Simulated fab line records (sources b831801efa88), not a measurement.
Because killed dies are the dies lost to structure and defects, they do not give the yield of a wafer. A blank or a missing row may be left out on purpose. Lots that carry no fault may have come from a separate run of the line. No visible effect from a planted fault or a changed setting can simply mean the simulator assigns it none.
Problem report in the 8D (eight disciplines) form, filled by code | flow gf180mcu | the parts of the form that need people (team, actions taken, sign-off) are left out

== 1. WHAT WENT WRONG ==
SALICIDE_TIN_THK at GF_SALICIDE_THK_MEAS_05 reads a mean of 18.0 nm on 6 wafers of 2 lots; wafers without a fault read 19.8 nm with a standard deviation of 0.37. That puts it -4.8 standard deviations away from the usual mean.
The step: measures by xrf.
Seen first at day 22 13:43 on film metro-04, wafer L756.2. The record has a number at this step for 36 wafers belonging to 12 lots. The rule behind "out" and "out of limits": a value lying over 4 standard deviations away from the usual mean. The rest of the wafers with a number are treated as sound.

== 2. WHAT IT IS AND WHAT IT IS NOT ==
question                    | is                     | is not
which readings at this step | SALICIDE_TIN_THK       | -
which lots                  | L756, L758             | L735, L736, L738, L739, L741, L743, L744, L745, L746, L757
which wafers of those lots  | all that have a number | -
read on which gauges        | film metro-04          | film metro-02, film metro-03
when                        | from day 22 13:43      | up to then (27 sound wafers); but 3 sound wafers of L757 came after

== 3. WHAT RULES OUT EACH SUSPECT ==
Counting: a tool stays on the suspect list if, at a process step up to the reading, it processed all lots that are out and no sound lot following the first of them.
- ruled out: the gauge at GF_SALICIDE_THK_MEAS_05. All the wafers that are out were read on film metro-04, but those of them that GF_SALICIDE_SPUTTER_03 has rows for are out there too, on other tools.
- pvd sputter-01 at GF_SALICIDE_SPUTTER_03 (material TiN, target thk 20 nm, time 16.7 s): kept. It ran every lot that is out, first L756 (day 22 13:34), and no sound lot after that; its last sound lot up to then is L739 (day 16 19:13). On those wafers its own readings are out: cathode dc power W.
After counting, what remains is pvd sputter-01 at GF_SALICIDE_SPUTTER_03.

== 4. THE CAUSE (what the simulator had put in) ==
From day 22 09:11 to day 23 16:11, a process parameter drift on pvd sputter-01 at GF_SALICIDE_SPUTTER_03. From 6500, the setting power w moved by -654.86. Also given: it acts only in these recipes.
Only this tool survived the counting.

== 5. SEQUENCE OF EFFECTS, ordered by route ==
One row per reading whose mean, taken over the struck wafers that have a number, lies over 3 standard deviations from the usual. Only readings for which the record gives a usual standard deviation are gone through. hours: the time from each lot's start at the first step in this table that gives one to its start at this step, as a median over the lots. sigmas: the change in usual standard deviations.
hours | step                    | reading            | usual    | on struck wafers | change | sigmas
0     | GF_SALICIDE_SPUTTER_03  | cathode dc power W | 6499.9 W | 5845.2           | -654.7 | -99 or more
0     | GF_SALICIDE_THK_MEAS_05 | SALICIDE_TIN_THK   | 19.8 nm  | 18.0             | -1.8   | -4.8
The process steps in it:
- GF_SALICIDE_SPUTTER_03: material TiN, target thk 20 nm, time 16.7 s.

== 6. WHAT WOULD HAVE CAUGHT IT SOONER ==
The first out-of-limits reading at a measuring or inspecting step in this record came at day 22 13:43, 5 hours after the fault's start at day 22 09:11.
The tool's own readings at GF_SALICIDE_SPUTTER_03 were out on every struck wafer that the step has a row for (cathode dc power W): an alarm limit on them would have fired on the first of those.
Of the lots that are out (2), L758 began GF_SALICIDE_SPUTTER_03 on pvd sputter-01 after day 22 13:43. A tool hold placed at that time would have kept it from harm.
